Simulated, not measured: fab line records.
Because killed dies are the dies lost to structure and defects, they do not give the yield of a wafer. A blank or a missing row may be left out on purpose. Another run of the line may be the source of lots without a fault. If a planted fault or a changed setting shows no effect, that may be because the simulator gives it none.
A struck lot beside a sound one || flow gf180mcu || 25 steps out of a route of 602
Sound: wafers L613.2, L613.3, L613.6. Wafers L616.1, L616.3, L616.4 were the ones struck. The cause is given at the end.
Each step with rows lists, per side, the tool, then ch with its chambers, then its first start. Under that, the readings that differ: sound wafers || struck wafers || difference of the means || sigmas: that difference in standard deviations of wafers without a fault.
alike: a reading whose means differ by less than 2 such deviations, as well as words and numbers matching on both sides. not compared: withheld readings; readings where some wafer has no value; bounds like >300 that might hide an equal value; numbers whose values overlap and for which the record gives no deviation.
The two part at a step that has a row with sigmas, a row that says differs or no value, or rows on one side only. Numbers that don't overlap but have no deviation are shown without sigmas and don't part them. Lack of a reading on every wafer of one side parts them only where that side has two or more wafers.

first, 6 steps without rows for these wafers: GF_TOP_METAL_HMDS_08 (prime time 60 s); GF_TOP_METAL_COAT_09 (resist thk 1500 nm); GF_TOP_METAL_SOFTBAKE_10 (time 60 s); GF_TOP_METAL_EXPOSE_11 (exposes mask MetalTop, target cd 440 nm); GF_TOP_METAL_PEB_12; GF_TOP_METAL_DEVELOP_13 (develop time 60 s).
GF_TOP_METAL_CD_MEAS_14: target cd 440 nm.
  sound on cd sem-02, day 28 18:46; struck on cd sem-02, day 29 19:57
  alike: cd nm
GF_TOP_METAL_OVL_MEAS_15:
  sound on overlay-01, day 28 18:53; struck on overlay-02, day 29 20:04
  alike: TOP_METAL_OVL
GF_TOP_METAL_METAL_ETCH_16: etches the open film in Cl2/BCl3, stops on SiO2, target depth 1077.5 nm, time 179.6 s.
  sound on rie metal-03 ch 0, day 28 18:55; struck on rie metal-02 ch 0,1, day 29 20:07
{"reading": "drypump motor current A (A)", "sound": "6.6 6.6 6.5", "struck": "5.2 5.2 5.6", "difference": -1.2, "sigmas": -2}
  alike: chamber pressure mTorr, mfc cl2 sccm, oes product au, throttle valve pct
  not compared: rf hours counter h
GF_TOP_METAL_STRIP_17: strips in O2/N2.
  sound on plasma asher-01 ch 0,1, day 28 19:05; struck on plasma asher-02 ch 0,1, day 29 20:17
  alike: chamber pressure mTorr, drypump motor current A, heater power w, oes product au, platen temp c, strip time to endpoint s
  not compared: rf hours counter h
then, 2 steps without rows for these wafers: GF_TOP_METAL_STRIP_18 (strips in post etch residue remover, time 1200 s); GF_TOP_METAL_CLEAN_19 (cleans in DIW).
GF_PASSIVATION_CVD_00: deposits SiO2 from TEOS, target thk 1000 nm, time 111.95 s.
  sound on pecvd-04 ch 0,2, day 28 19:37; struck on pecvd-02 ch 1,2, day 29 20:49
  no value came back on the struck wafers for heater power outer w (W), heater power w (W); on the sound wafers heater power outer w (W) reads 349 230 279
GF_PASSIVATION_CVD_02: deposits Si3N4, target thk 700 nm, time 486.18 s.
  sound on pecvd-02 ch 0,1,2, day 28 19:46; struck on pecvd-04 ch 0,1,2, day 29 20:57
  alike: heater power outer w, heater power w
then, 7 steps without rows for these wafers: GF_PASSIVATION_DEHYDRATE_04 (time 60 s); GF_PASSIVATION_HMDS_05 (prime time 60 s); GF_PASSIVATION_COAT_06 (resist thk 4000 nm); GF_PASSIVATION_SOFTBAKE_07; GF_PASSIVATION_EXPOSE_08 (exposes mask Pad, target cd 40000 nm); GF_PASSIVATION_PEB_09; GF_PASSIVATION_DEVELOP_10 (develop time 57.17 s).
GF_PASSIVATION_ETCH_11: etches the open film in CF4/O2, stops on TiN, target depth 1800 nm, time 400 s.
  sound on rie diel-04 ch 1,3, day 29 15:03; struck on rie diel-04 ch 0,3, day 30 16:12
{"reading": "drypump motor current A (A)", "sound": "5.4 5.0 5.0", "struck": "6.6 5.4 6.6", "difference": "+1.1", "sigmas": "+2"}
{"reading": "oes product au (a.u.)", "sound": "0.957 0.958 0.947", "struck": "0.977 0.989 0.966", "difference": "+0.023", "sigmas": "+3"}
{"reading": "model.etch.depth nm (nm)", "sound": "1666 1696 1676", "struck": "1725 1800 1716", "difference": "+68", "sigmas": ""}
{"reading": "model.PASSIVATION.feature depth nm (nm)", "sound": "1666 1696 1676", "struck": "1725 1800 1716", "difference": "+68", "sigmas": ""}
  alike: chamber pressure mTorr, throttle valve pct
  not compared: rf hours counter h
GF_PASSIVATION_STRIP_12: strips in O2/N2.
  sound on plasma asher-03 ch 0,1, day 29 15:17; struck on plasma asher-02 ch 0,1, day 30 16:26
  alike: chamber pressure mTorr, drypump motor current A, heater power w, oes product au, platen temp c, strip time to endpoint s
  not compared: rf hours counter h
then, 1 step without rows for these wafers: GF_PASSIVATION_ANNEAL_13 (time 1800 s).
GF_PASSIVATION_BOW_MEAS_14:
  sound on film metro-02, day 29 16:55; struck on film metro-03, day 30 18:02
{"reading": "PASSIVATION_BOW (um)", "sound": "128 122 129", "struck": "98 113 99", "difference": -23, "sigmas": -2}

WHERE THEY PART
First at GF_TOP_METAL_METAL_ETCH_16; last, within this record, at GF_PASSIVATION_BOW_MEAS_14.

WHY: whatever the simulator had introduced
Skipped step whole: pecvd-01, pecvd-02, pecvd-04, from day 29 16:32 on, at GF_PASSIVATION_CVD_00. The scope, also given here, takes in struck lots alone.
